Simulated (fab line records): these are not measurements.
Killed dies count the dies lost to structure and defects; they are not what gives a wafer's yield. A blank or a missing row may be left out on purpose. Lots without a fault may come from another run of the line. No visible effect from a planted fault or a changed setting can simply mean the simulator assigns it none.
Matching of chambers :: flow gf180mcu :: GF_SAB_ETCH_11 on rie diel-04: 4 sister chambers
The step etches SiO2 in C4F8/O2/Ar, target depth 55 nm, time 8.5 s. 14 wafers are shown with their chamber, then 7 later ones without.

WAFERS WITH THEIR CHAMBER
wafer: L742.2
chamber: 3
oes product au (a.u.): 0.987

wafer: L742.5
chamber: 0
oes product au (a.u.): 1.006

wafer: L742.6
chamber: 3
oes product au (a.u.): 0.991

wafer: L743.2
chamber: 0
oes product au (a.u.): 0.999

wafer: L743.3
chamber: 3
oes product au (a.u.): 0.985

wafer: L743.4
chamber: 1
oes product au (a.u.): 1.016

wafer: L747.1
chamber: 2
oes product au (a.u.): 1.012

wafer: L747.4
chamber: 0
oes product au (a.u.): 1.007

wafer: L747.5
chamber: 0
oes product au (a.u.): 0.997

wafer: L750.3
chamber: 1
oes product au (a.u.): 1.026

wafer: L750.5
chamber: 0
oes product au (a.u.): 1.003

wafer: L750.6
chamber: 1
oes product au (a.u.): 1.009

wafer: L752.4
chamber: 0
oes product au (a.u.): 1.000

wafer: L752.5
chamber: 0
oes product au (a.u.): 0.993

SIGNATURES, as means of the wafers listed above
reading: oes product au
chamber 0: 1.00071
chamber 1: 1.01700
chamber 2: 1.01200
chamber 3: 0.98767
scatter within a chamber: 0.0056
Rule: a wafer lies at a distance from a chamber equal to the root of the sum of squares, over the readings, of (its reading less the chamber's mean, divided by the reading's scatter). The wafer belongs to the nearest chamber; if the next one is less than 2 further off, it can't be placed. The scatter is the square root of a quotient: the sum, over the shown wafers, of each reading's squared deviation from its chamber's mean, divided by wafers minus chambers.

WAFERS WITHOUT THEIR CHAMBER
wafer: L752.6
oes product au (a.u.): 1.021

wafer: L753.1
oes product au (a.u.): 0.995

wafer: L753.2
oes product au (a.u.): 1.017

wafer: L753.4
oes product au (a.u.): 1.017

wafer: L755.1
oes product au (a.u.): 1.019

wafer: L755.5
oes product au (a.u.): 1.000

wafer: L755.6
oes product au (a.u.): 1.017

WHICH CHAMBER EACH ONE RAN IN
wafer: L752.6
from the rows above: can't be placed: 1 or 2
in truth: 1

wafer: L753.1
from the rows above: can't be placed: 0 or 3
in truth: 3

wafer: L753.2
from the rows above: can't be placed: 1 or 2
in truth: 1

wafer: L753.4
from the rows above: can't be placed: 1 or 2
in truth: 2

wafer: L755.1
from the rows above: can't be placed: 1 or 2
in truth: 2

wafer: L755.5
from the rows above: 0
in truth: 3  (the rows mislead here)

wafer: L755.6
from the rows above: can't be placed: 1 or 2
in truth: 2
0 of 7 placed correctly. Can't be placed from these rows: 6 (the true chamber is among the candidates in 6). 1 placed wrongly.
